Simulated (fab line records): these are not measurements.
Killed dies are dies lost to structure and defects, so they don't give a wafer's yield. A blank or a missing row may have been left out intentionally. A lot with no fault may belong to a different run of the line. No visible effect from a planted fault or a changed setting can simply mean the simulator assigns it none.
What tool caused it?    flow sky130    36 wafers from 12 lots sampled at 5 of the route's 708 steps

== WHAT EACH GAUGE READ, for each wafer ==
SKY_NWELL_RS_MEAS_29: uses a four-point probe to measure.
lot   measured      on             NWELL_RS (ohm/sq)
L630  day 5 19:15   film_metro-03  625.1 627.4 624.6
L632  day 6 02:23   film_metro-02  622.0 623.0 621.7
L635  day 6 20:30   film_metro-04  622.8 622.5 621.0
L636  day 7 03:17   film_metro-02  624.3 626.6 627.9
L638  day 7 14:52   film_metro-03  640.1 637.9 636.6
L639  day 7 18:53   film_metro-03  642.4 642.1 641.1
L642  day 8 18:06   film_metro-03  624.3 625.9 624.2
L647  day 9 20:59   film_metro-03  623.4 624.8 624.4
L648  day 10 01:19  film_metro-02  623.4 624.1 622.0
L649  day 10 08:38  film_metro-03  627.0 624.4 625.6
L650  day 10 16:05  film_metro-03  626.0 626.6 626.0
L652  day 11 13:01  film_metro-04  622.9 624.9 624.2

SKY_VT_ADJUST_NCORE_OVL_MEAS_08.
lot   measured      on          VT_ADJUST_NCORE_OVL (nm)
L630  day 9 01:23   overlay-01  -0.2 -0.9 -1.8
L632  day 9 11:02   overlay-02  1.2 0.0 1.2
L635  day 10 09:42  overlay-02  2.3 2.6 2.9
L636  day 10 16:13  overlay-01  -0.1 0.7 1.5
L638  day 11 05:29  overlay-01  0.7 0.9 1.5
L639  day 11 11:28  overlay-02  1.0 2.3 2.2
L642  day 12 14:51  overlay-02  2.8 1.6 3.1
L647  day 13 23:08  overlay-01  1.9 1.3 2.2
L648  day 14 03:05  overlay-02  1.5 0.0 0.1
L649  day 14 11:25  overlay-02  1.5 2.8 3.7
L650  day 14 20:20  overlay-01  0.9 -0.7 -0.6
L652  day 15 19:32  overlay-02  1.7 3.0 2.3

SKY_SONOS_ONO_THK_MEAS_05.
lot   measured      on             SONOS_ONO_CVD_04_THK (nm)
L630  day 12 05:48  film_metro-04  5.71 5.71 5.67
L632  day 12 13:34  film_metro-01  5.75 5.90 5.81
L635  day 13 16:20  film_metro-01  5.73 5.71 5.72
L636  day 13 23:36  film_metro-02  5.73 5.73 5.79
L638  day 15 05:27  film_metro-04  5.45 5.49 5.57
L639  day 15 05:27  film_metro-02  5.63 5.63 5.58
L642  day 16 03:44  film_metro-04  5.83 5.67 5.68
L647  day 17 17:49  film_metro-01  5.61 5.64 5.60
L648  day 17 20:40  film_metro-01  5.94 5.70 5.84
L649  day 18 04:14  film_metro-04  5.86 5.75 5.65
L650  day 18 13:47  film_metro-01  5.64 5.70 5.57
L652  day 19 17:29  film_metro-01  5.59 5.70 5.75

== EACH LOT AND THE TOOL THAT RAN IT (in order: tool; ch and the chambers of the sampled wafers; start) ==
lot   SKY_NWELL_IMPLANT_11             SKY_VT_ADJUST_HVTR_STRIP_10
L630  implanter-02 ch 0, day 5 00:17   plasma_asher-04 ch 0,1, day 9 23:38
L632  implanter-02 ch 0, day 5 07:13   plasma_asher-01 ch 0,1, day 10 10:02
L635  implanter-01 ch 0, day 6 00:19   plasma_asher-03 ch 0,1, day 11 09:35
L636  implanter-01 ch 0, day 6 07:13   plasma_asher-03 ch 0,1, day 11 17:07
L638  implanter-01 ch 0, day 6 18:07   plasma_asher-03 ch 0,1, day 12 06:11
L639  implanter-01 ch 0, day 6 23:16   plasma_asher-03 ch 0,1, day 12 11:29
L642  implanter-04 ch 0, day 7 20:51   plasma_asher-01 ch 0,1, day 13 16:14
L647  implanter-04 ch 0, day 8 21:46   plasma_asher-01 ch 0,1, day 15 01:50
L648  implanter-02 ch 0, day 9 02:29   plasma_asher-04 ch 0,1, day 15 05:54
L649  implanter-02 ch 0, day 9 09:08   plasma_asher-03 ch 0,1, day 15 13:35
L650  implanter-01 ch 0, day 9 16:43   plasma_asher-04 ch 0,1, day 15 23:11
L652  implanter-01 ch 0, day 10 12:31  plasma_asher-01 ch 0,1, day 16 23:29
- SKY_NWELL_IMPLANT_11
- SKY_VT_ADJUST_HVTR_STRIP_10: strips in O2/N2.

== AS READ BY THE TOOLS THEMSELVES (means over the sampled wafers that have a number; for cases with no such wafer, the mark the record gives instead) ==
SKY_NWELL_IMPLANT_11.
lot   tool          dose_ions_cm2  faraday_current_uA
L630  implanter-02  1.8998e+13     104.3
L632  implanter-02  1.9017e+13     107.5
L635  implanter-01  1.9010e+13     105.4
L636  implanter-01  1.8990e+13     108.6
L638  implanter-01  1.8166e+13     101.4
L639  implanter-01  1.8208e+13     100.8
L642  implanter-04  1.9005e+13     106.9
L647  implanter-04  1.8977e+13     107.2
L648  implanter-02  1.8983e+13     104.9
L649  implanter-02  1.8974e+13     108.5
L650  implanter-01  1.8991e+13     105.2
L652  implanter-01  1.8989e+13     107.7

SKY_VT_ADJUST_HVTR_STRIP_10.
lot   tool             drypump_motor_current_A (A)  oes_product_au (a.u.)  strip_time_to_endpoint_s (s)
L630  plasma_asher-04  6.1                          0.714                  14.19
L632  plasma_asher-01  6.1                          0.724                  14.21
L635  plasma_asher-03  6.1                          0.716                  14.25
L636  plasma_asher-03  6.1                          0.718                  14.16
L638  plasma_asher-03  6.1                          0.717                  14.15
L639  plasma_asher-03  6.1                          0.715                  14.15
L642  plasma_asher-01  6.1                          0.715                  14.16
L647  plasma_asher-01  6.1                          0.713                  14.20
L648  plasma_asher-04  6.3                          0.718                  14.21
L649  plasma_asher-03  6.1                          0.716                  14.18
L650  plasma_asher-04  6.3                          0.717                  14.18
L652  plasma_asher-01  6.4                          0.713                  14.19

== THE ANSWER, worked out from the rows above alone ==
Rule: what is usual is taken from the lots themselves. Put in order of their means at a reading, lots are off if they are a third of the lots or fewer, leave a main group of 4 or more, and stand apart from it by a gap of 3 or more times the standard deviation of the main group's means; of several such gaps the widest counts. A main group whose means are all the same, to the digits that the tables above print for the reading, isn't used. Also off: a lot with no number at a reading for which 4 or more lots have one. The other lots that the step has rows for count as sound. The gauges are gone through in route order, then the tools' own readings, and for those a lot's mean is taken as printed above. The first step at which some lot is off is used, and at that step the reading that is off furthest; a lot without a number counts as furthest.
Off: L638, L639, at SKY_NWELL_RS_MEAS_29 (NWELL_RS). For the main group the mean is 624.4 ohm/sq and the standard deviation 1.5.
A tool fits if, at a process step before that reading, it ran every lot that is off, and no sound lot after the first of them. The gauges at SKY_NWELL_RS_MEAS_29 aren't tried: what is off there is off at SKY_NWELL_IMPLANT_11 too, on other tools, and a gauge's error can't cause that. No candidate that was tried fits.

== WHAT THE SIMULATOR PUT IN ==
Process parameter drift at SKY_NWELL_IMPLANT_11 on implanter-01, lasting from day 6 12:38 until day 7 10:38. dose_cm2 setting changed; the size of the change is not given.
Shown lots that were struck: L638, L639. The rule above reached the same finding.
